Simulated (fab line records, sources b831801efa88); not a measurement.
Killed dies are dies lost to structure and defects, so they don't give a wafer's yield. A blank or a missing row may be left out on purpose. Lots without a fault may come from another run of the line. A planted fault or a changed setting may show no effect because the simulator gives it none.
fab line records | flow sky130
record lots=5 wafers=15 last_day=50
route steps=708 shown VIA2@525 METAL3@532 CAPM@537 PAD_OPEN@708
lots that met no fault: from a run of the same line without faults
start_h: hours from the record's first day to the start of the lot's first wafer shown | wait_h: hours since the lot's step before | " the same as in the row above | L1.1+2: a row that stands for several wafers | - no value, or no start given | * or withheld: withheld | < > ~ a bound
route shown NAME@n: a module of which the file shows steps, and the number in the route of the first | usual: mean/standard deviation of fault-free wafers | same: alike in all rows | chamber/n: place in a boat | sites: the reading at each site | _std_site: their standard deviation | _edge_site: outer sites' mean less inner sites' | radius_mm: how far each site lies from the wafer's centre | mask NAME#n: copy n | behind: the tool/chamber that last shaped the wafer | hold: why the lot was held/for how many hours/how that ended | device: the transistor (n, p or np) that didn't switch | end of line: the same wafers' tests at the end of the route | a step without rows: its recipe alone | killed: dies lost to structure and defects at the first sort, not the wafer's yield | map: a wafer's dies, x killed, . not, _ none there
set.NAME: the setting as run; set.NAME@STEP: as run at that earlier step | model.NAME: the simulator's own value behind a step, which no gauge read
lots at some steps of the route; a table a step, a row a wafer
services: from which hour (start_h, from the record's first day; less than 0 if before it) a tool's chamber was out of use, for how many hours, and why
## steps
# step SKY_VIA2_CLEAN_18
# recipe chemistry=IPA time_s=180 temp_c=25
# step SKY_VIA2_CLEAN_19
# recipe chemistry=O3/DIW dry=n2_spin
# step SKY_VIA2_SPUTTER_20
# recipe material=TiN target_thk_nm=20 chamber_pressure_pa=5 power_w=4000 time_s=80
# step SKY_VIA2_CVD_21
# recipe material=W target_thk_nm=420 time_s=126.4 temp_c=400 pressure_torr=40
# step SKY_VIA2_CMP_24
# recipe stop_on=SiO2 t_overpolish_s=20 down_force_psi=3.5 platen_rpm=60 target_thk_nm=0 pad_velocity_m_s=0.94248
# step SKY_METAL3_SPUTTER_00
# recipe material=Ti target_thk_nm=15 power_w=3000 time_s=10 chamber_pressure_pa=0.4
# step SKY_METAL3_SPUTTER_01
# recipe material=TiN target_thk_nm=20 power_w=6500 time_s=16.7 chamber_pressure_pa=0.4
# step SKY_METAL3_SPUTTER_02
# recipe material=AlCu target_thk_nm=735 power_w=10600 time_s=39.1 chamber_pressure_pa=0.4
# step SKY_METAL3_SPUTTER_03
# recipe material=Ti target_thk_nm=5 power_w=3000 time_s=3.3 chamber_pressure_pa=0.4
# step SKY_METAL3_SPUTTER_04
# recipe material=TiN target_thk_nm=70 power_w=6500 time_s=58.3 chamber_pressure_pa=0.4
# step SKY_CAPM_CVD_00
# recipe material=SiO2 target_thk_nm=15.5 temp_c=400 time_s=withheld rf_w=450
# usual heater_power_w=737/130 rf_fwd_power_W=441.3/2
# columns lot.wafer tool chamber start_h wait_h heater_power_w rf_fwd_power_W model.SiO2_of_CAPM_CVD_00.thk_nm
L219.1 pecvd-01 0 904.12 0.0 901 443.4 15.38
L219.5 " 1 " " 869 440.2 16.89
L219.6 " 0 " " 904 443.1 15.54
L220.2 pecvd-01 1 914.46 0.0 910 440.2 16.29
L220.4 " 0 " " 770 441.1 15.28
L220.6 " 1 " " 920 439.1 16.49
L222.1 pecvd-01 2 921.87 0.0 562 445.7 15.86
L222.3 " 1 " " 798 439.3 16.49
L222.5 " 1 " " 765 438.4 16.93
L232.1 pecvd-01 2 990.77 0.0 592 443.3 16.01
L232.2 " 1 " " 807 438.8 15.39
L232.5 " 2 " " 581 441.4 16.17
L234.2 pecvd-02 1 1007.00 0.0 645 437.1 15.23
L234.3 " 0 " " 919 444.4 15.33
L234.5 " 0 " " 903 444.1 15.51
# step SKY_CAPM_THK_MEAS_01
# recipe reads=SiO2_of_CAPM_CVD_00
# usual CAPM_CVD_00_THK=15.5/0.32
# columns lot.wafer tool chamber start_h wait_h CAPM_CVD_00_THK[nm]
L219.1 film_metro-03 - 904.14 - 15.4
L219.5 " - " " 16.8
L219.6 " - " " 15.5
L220.2 film_metro-01 - 914.49 - 16.3
L220.4 " - " " 15.3
L220.6 " - " " 16.5
L222.1 film_metro-03 - 921.89 - 15.8
L222.3 " - " " 16.5
L222.5 " - " " 16.9
L232.1 film_metro-01 - 990.79 - 16.0
L232.2 " - " " 15.3
L232.5 " - " " 16.2
L234.2 film_metro-01 - 1007.03 - 15.2
L234.3 " - " " 15.4
L234.5 " - " " 15.5
# step SKY_CAPM_SPUTTER_02
# recipe material=TiN target_thk_nm=200 temp_c=300 power_w=6500 time_s=166.7 chamber_pressure_pa=0.4
# step SKY_CAPM_DEHYDRATE_05
# recipe temp_c=200 time_s=60
# step SKY_CAPM_HMDS_06
# recipe prime_time_s=60 prime_temp_c=120
# step SKY_CAPM_COAT_07
# recipe resist=NOVOLAK spin_rpm=3000 resist_thk_nm=1140
# step SKY_CAPM_SOFTBAKE_08
# recipe temp_c=90 time_s=60 resist=NOVOLAK
# step SKY_CAPM_EXPOSE_09
# recipe mask_id=CAPM na=0.6 source_shape=conventional sigma_outer=0.6 polarization=unpolarized target_cd_nm=1000 dose_mj=159
# step SKY_CAPM_PEB_10
# recipe temp_c=withheld time_s=* resist=NOVOLAK
# step SKY_CAPM_DEVELOP_11
# recipe resist=NOVOLAK developer=TMAH develop_time_s=60 dev_temp_c=23
# step SKY_CAPM_METAL_ETCH_13
# recipe target_depth_nm=220 stop_on=SiO2 chemistry=Cl2/BCl3 target=TiN pressure_mtorr=10 icp_w=900 bias_w=48.5 Cl2_flow_sccm=60 bcl3_flow_sccm=30 time_s=62.9
# step SKY_CAPM_STRIP_14
# recipe chemistry=O2/N2 power_w=1400 pressure_mtorr=1500 platen_temp_c=withheld o2_flow_sccm=3000 n2_flow_sccm=300 overash_fraction=0.5
# step SKY_CAPM_STRIP_15
# recipe chemistry=post_etch_residue_remover time_s=1200 temp_c=72.5
# step SKY_CAPM_CLEAN_16
# recipe chemistry=IPA time_s=180 temp_c=25
# step SKY_CAPM_CLEAN_17
# recipe chemistry=O3/DIW dry=n2_spin
# step SKY_METAL3_DEHYDRATE_05
# recipe temp_c=200 time_s=60
# step SKY_METAL3_HMDS_06
# recipe prime_time_s=60 prime_temp_c=120
# step SKY_METAL3_COAT_07
# recipe resist=BARC temp_c=withheld time_s=withheld spin_rpm=3000 resist_thk_nm=60
# step SKY_METAL3_COAT_08
# recipe resist=KrF-thick spin_rpm=3000 resist_thk_nm=1140
# step SKY_METAL3_SOFTBAKE_09
# recipe temp_c=100 time_s=90 resist=KrF-thick
# step SKY_METAL3_EXPOSE_10
# recipe mask_id=MM3 na=0.68 source_shape=annular sigma_inner=0.4 sigma_outer=0.8 target_cd_nm=300 dose_mj=28
# step SKY_METAL3_PEB_11
# recipe peb_temp_c=withheld peb_time_s=withheld resist=KrF-thick
# step SKY_METAL3_DEVELOP_12
# recipe develop_time_s=60 resist=KrF-thick dev_temp_c=21
# step SKY_METAL3_DESCUM_15
# recipe chemistry=O2 source_power_w=150 bias_power_w=0 pressure_mtorr=10 temp_c=40 time_s=8
# step SKY_METAL3_ETCH_16
# recipe chemistry=N2/H2 target=BARC ion_energy_ev=200 bias_w=100 pressure_mtorr=30 n2_flow_sccm=100 h2_flow_sccm=200 icp_w=500 stop_on=SiO2 time_s=88.2 target_depth_a=600
# step SKY_METAL3_ETCH_17
# recipe target=SiO2 stop_on=TiN chemistry=C4F8/O2/Ar source_w=1500 bias_w=1200 pressure_mtorr=40 c4f8_flow_sccm=withheld O2_flow_sccm=6 Ar_flow_sccm=300 time_s=3.9 target_depth_a=150
# usual oes_product_au=0.754/0.0086 rf_fwd_power_W=1467/6.2
# columns lot.wafer tool chamber start_h wait_h oes_product_au rf_fwd_power_W model.etch.depth_nm
L219.1 rie_diel-02 3 954.43 0.1 0.755 1468 15.38
L219.5 " 2 " " 0.780 1458 16.89
L219.6 " 1 " " 0.753 1474 15.54
L220.2 rie_diel-01 3 964.59 0.1 0.773 1460 16.29
L220.4 " 0 " " 0.757 1470 15.28
L220.6 " 2 " " 0.779 1467 16.49
L222.1 rie_diel-02 0 971.73 0.1 0.762 1483 15.86
L222.3 " 1 " " 0.774 1462 16.49
L222.5 " 2 " " 0.795 1463 16.93
L232.1 rie_diel-02 0 1038.09 0.1 0.763 1480 16.01
L232.2 " 1 " " 0.748 1472 15.39
L232.5 " 2 " " 0.766 1469 16.17
L234.2 rie_diel-02 0 1053.62 0.1 0.744 1481 15.23
L234.3 " 3 " " 0.753 1463 15.33
L234.5 " 1 " " 0.753 1460 15.51
# step SKY_PAD_OPEN_PROBE_99
# usual defect_limited_yield=82.5/2 killed_at_M0_to_M3=43/6.8 killed_at_M4_up=3.3/2.1 killed_at_contacts=24/5 killed_at_front_end=15/4.4 killed_at_other=0.3/0.57 killed_dies=86/9.7 killed_open=47/7.3 killed_short=39/6.1 sort_bin_3_pad_short=0.8/0.38 sort_bin_5_function=10.5/1.5 sort_bin_6_memory=6.2/1.1 sort_n_pass=406/9.7 sort_yield_pct=82.5/2
# same gross_dies=492 killed_at_back_side=0 sort_bin_4_leakage[%]=0 sort_bin_8_speed[%]=0
# columns lot.wafer tool chamber start_h wait_h defect_limited_yield[%] killed_at_M0_to_M3 killed_at_M4_up killed_at_contacts killed_at_front_end killed_at_other killed_dies killed_open killed_short sort_bin_3_pad_short[%] sort_bin_5_function[%] sort_bin_6_memory[%] sort_n_pass sort_yield_pct[%] model.etest.cap_mim.bv_v model.etest.cap_mim.leak_log10_a_cm2 model.etest.cap_mim.c_ff_um2
L219.1 prober-02 - 1120.82 0.1 84.1 40 1 26 11 0 78 43 35 1.2 9.1 5.5 414 84.1 13.78 -8.857 2.383
L219.5 prober-02 - 1121.02 0.2 84.3 39 3 19 16 0 77 33 44 1.0 8.3 6.3 415 84.3 15.42 -9.246 2.16
L219.6 prober-02 - 1121.07 0.2 80.9 49 3 23 18 1 94 59 34 1.0 11.8 6.3 398 80.9 13.59 -9.143 2.338
L220.2 prober-01 - 1128.82 0.1 84.3 43 4 18 12 0 77 35 41 0.4 10.8 4.5 415 84.3 14.72 -9.213 2.236
L220.4 prober-01 - 1128.92 0.2 83.7 42 2 18 18 0 80 42 37 0.4 9.6 6.3 412 83.7 13.62 -8.878 2.377
L220.6 prober-01 - 1129.02 0.2 86.2 39 1 21 7 0 68 43 25 0.4 9.8 3.7 424 86.2 14.81 -9.014 2.197
L222.1 prober-01 - 1133.55 0.1 81.1 48 2 24 19 0 93 48 45 1.6 10.6 6.7 399 81.1 13.85 -9.158 2.294
L222.3 prober-01 - 1133.65 0.2 82.9 43 4 21 16 0 84 46 38 0.8 10.6 5.7 408 82.9 14.76 -9.152 2.201
L222.5 prober-01 - 1133.75 0.2 81.7 41 2 28 18 1 90 50 40 1.0 12.0 5.3 402 81.7 15.86 -9.354 2.141
L232.1 prober-02 - 1185.24 0.1 79.3 56 4 24 18 0 102 49 53 1.4 11.8 7.5 390 79.3 14.4 -9.3 2.27
L232.2 prober-02 - 1185.29 0.1 83.1 47 3 24 9 0 83 46 37 0.6 8.9 7.3 409 83.1 13.83 -9.032 2.359
L232.5 prober-02 - 1185.44 0.2 78.3 44 3 44 16 0 107 55 48 0.8 14.0 6.9 385 78.3 14.95 -9.141 2.257
L234.2 prober-01 - 1195.20 0.1 79.1 53 4 26 20 0 103 59 44 0 14.8 6.1 389 79.1 14.2 -8.866 2.391
L234.3 prober-01 - 1195.25 0.2 82.5 49 4 16 17 0 86 41 44 0.8 10.6 6.1 406 82.5 14.25 -9.121 2.364
L234.5 prober-01 - 1195.35 0.2 80.1 51 3 19 25 0 98 54 42 1.8 11.0 7.1 394 80.1 13.97 -9.003 2.36
# killed by level:class
L219.1 CONTACT:geometric_particle:open=10 VIA1:geometric_particle:open=10 LI_CONTACT:geometric_particle:open=7 METAL2:geometric_particle:short=6 VIA1:geometric_particle:short=5 CONTACT:geometric_particle:short=4 METAL1:geometric_particle:short=4 VIA2:geometric_particle:open=4
L219.5 CONTACT:geometric_particle:open=8 POLY_GATE:geometric_particle:short=6 VIA1:geometric_particle:short=6 VIA1:geometric_particle:open=6 VIA2:geometric_particle:short=6 METAL2:geometric_particle:short=5 METAL3:geometric_particle:short=5 VIA3:geometric_particle:open=5
L219.6 VIA3:geometric_particle:open=11 VIA1:geometric_particle:open=10 CONTACT:geometric_particle:open=9 VIA2:geometric_particle:open=8 POLY_GATE:geometric_particle:open=6 CONTACT:geometric_particle:short=5 VIA1:geometric_particle:short=5 LI_CONTACT:geometric_particle:open=4
L220.2 CONTACT:geometric_particle:open=6 METAL2:geometric_particle:short=6 VIA2:geometric_particle:short=6 VIA3:geometric_particle:open=5 METAL1:geometric_particle:short=5 FIELD_ISO:geometric_particle:open=4 LI_CONTACT:geometric_particle:short=4 LOCAL_INTERCONNECT:geometric_particle:short=4
L220.4 LI_CONTACT:geometric_particle:open=7 VIA1:geometric_particle:open=7 VIA2:geometric_particle:open=7 POLY_GATE:geometric_particle:short=6 VIA3:geometric_particle:open=6 VIA2:geometric_particle:short=6 POLY_GATE:geometric_particle:open=5 METAL1:geometric_particle:short=5
L220.6 CONTACT:geometric_particle:open=11 VIA3:geometric_particle:open=9 VIA2:geometric_particle:open=7 VIA1:geometric_particle:open=6 LOCAL_INTERCONNECT:geometric_particle:short=4 METAL2:geometric_particle:short=4 FIELD_ISO:geometric_particle:open=3 VIA2:geometric_particle:short=3
L222.1 VIA1:geometric_particle:open=11 VIA3:geometric_particle:open=9 POLY_GATE:geometric_particle:short=6 VIA2:geometric_particle:short=6 CONTACT:geometric_particle:open=6 VIA2:geometric_particle:open=6 LI_CONTACT:geometric_particle:short=5 LI_CONTACT:geometric_particle:open=5
L222.3 CONTACT:geometric_particle:open=9 VIA1:geometric_particle:open=9 VIA2:geometric_particle:open=8 VIA3:geometric_particle:open=7 LI_CONTACT:geometric_particle:open=6 POLY_GATE:geometric_particle:short=5 POLY_GATE:geometric_particle:open=5 VIA1:geometric_particle:short=4
L222.5 CONTACT:geometric_particle:open=10 VIA2:geometric_particle:open=8 LI_CONTACT:geometric_particle:open=7 VIA1:geometric_particle:open=6 FIELD_ISO:geometric_particle:open=5 METAL2:geometric_particle:short=5 METAL1:geometric_particle:short=5 CONTACT:geometric_particle:short=5
L232.1 VIA1:geometric_particle:open=11 LI_CONTACT:geometric_particle:open=9 VIA1:geometric_particle:short=9 POLY_GATE:geometric_particle:short=7 CONTACT:geometric_particle:open=7 METAL1:geometric_particle:short=7 METAL2:geometric_particle:short=6 POLY_GATE:geometric_particle:open=6
L232.2 CONTACT:geometric_particle:open=14 VIA1:geometric_particle:open=10 METAL1:geometric_particle:short=7 VIA2:geometric_particle:open=7 VIA1:geometric_particle:short=5 CONTACT:geometric_particle:short=4 POLY_GATE:geometric_particle:short=3 LI_CONTACT:geometric_particle:open=3
L232.5 CONTACT:geometric_particle:open=14 VIA1:geometric_particle:open=12 LI_CONTACT:geometric_particle:open=10 LOCAL_INTERCONNECT:geometric_particle:short=8 CONTACT:geometric_particle:short=8 VIA2:geometric_particle:open=6 POLY_GATE:geometric_particle:short=5 VIA1:geometric_particle:short=5
L234.2 VIA1:geometric_particle:open=12 VIA2:geometric_particle:open=12 LI_CONTACT:geometric_particle:open=9 CONTACT:geometric_particle:open=9 VIA1:geometric_particle:short=8 VIA3:geometric_particle:open=6 FIELD_ISO:geometric_particle:open=5 FIELD_ISO:geometric_particle:short=5
L234.3 CONTACT:geometric_particle:open=10 VIA1:geometric_particle:open=8 VIA3:geometric_particle:open=8 POLY_GATE:geometric_particle:short=6 METAL1:geometric_particle:short=6 VIA1:geometric_particle:short=6 VIA2:geometric_particle:open=5 METAL2:geometric_particle:short=4
L234.5 VIA1:geometric_particle:short=11 VIA1:geometric_particle:open=11 CONTACT:geometric_particle:open=10 POLY_GATE:geometric_particle:open=8 VIA3:geometric_particle:open=6 FIELD_ISO:geometric_particle:open=5 POLY_GATE:geometric_particle:short=5 VIA3:geometric_particle:short=4
## services
# columns tool chamber start_h hours kind
rie_diel-01 0 882.78 15.6 repair
pecvd-01 - 890.85 0.5 repair
pecvd-01 2 908.94 2.1 scheduled_down
pecvd-02 - 910.57 0.5 repair
pecvd-02 1 916.38 8.6 repair
pecvd-01 2 938.15 22.6 repair
pecvd-02 2 960.57 5.5 scheduled_down
pecvd-02 - 977.78 28.1 pm
pecvd-01 0 992.63 2.1 scheduled_down
rie_diel-02 0 1007.09 5.9 repair
pecvd-02 0 1008.35 12.1 repair
pecvd-02 0 1020.45 5.0 scheduled_down
pecvd-01 - 1029.87 0.5 repair
rie_diel-02 0 1039.17 5.5 repair
pecvd-02 2 1049.90 2.1 scheduled_down
pecvd-01 - 1052.13 14.6 pm
## key
first_sign step=SKY_CAPM_THK_MEAS_01 reading=CAPM_CVD_00_THK direction=up sigmas=3.5 usual=15.5 struck=16.6
effect step=SKY_METAL3_ETCH_17 reading=oes_product_au direction=up sigmas=3 usual=0.754 struck=0.780
model_effect step=SKY_CAPM_CVD_00 value=SiO2_of_CAPM_CVD_00.thk_nm without=15.69 struck=16.62
model_effect step=SKY_METAL3_ETCH_17 value=etch.depth_nm without=15.69 struck=16.62
model_effect step=SKY_PAD_OPEN_PROBE_99 value=etest.cap_mim.bv_v without=14.27 struck=15.11
met_at SKY_CAPM_CVD_00
struck_wafers L219.5,L220.2,L220.6,L222.3,L222.5
fault kind=process_parameter_drift tool=pecvd-01 chamber=1 onset_h=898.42 steps=SKY_CAPM_CVD_00 channel=time_s offset=withheld shape=step end_h=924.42 acts_in=*
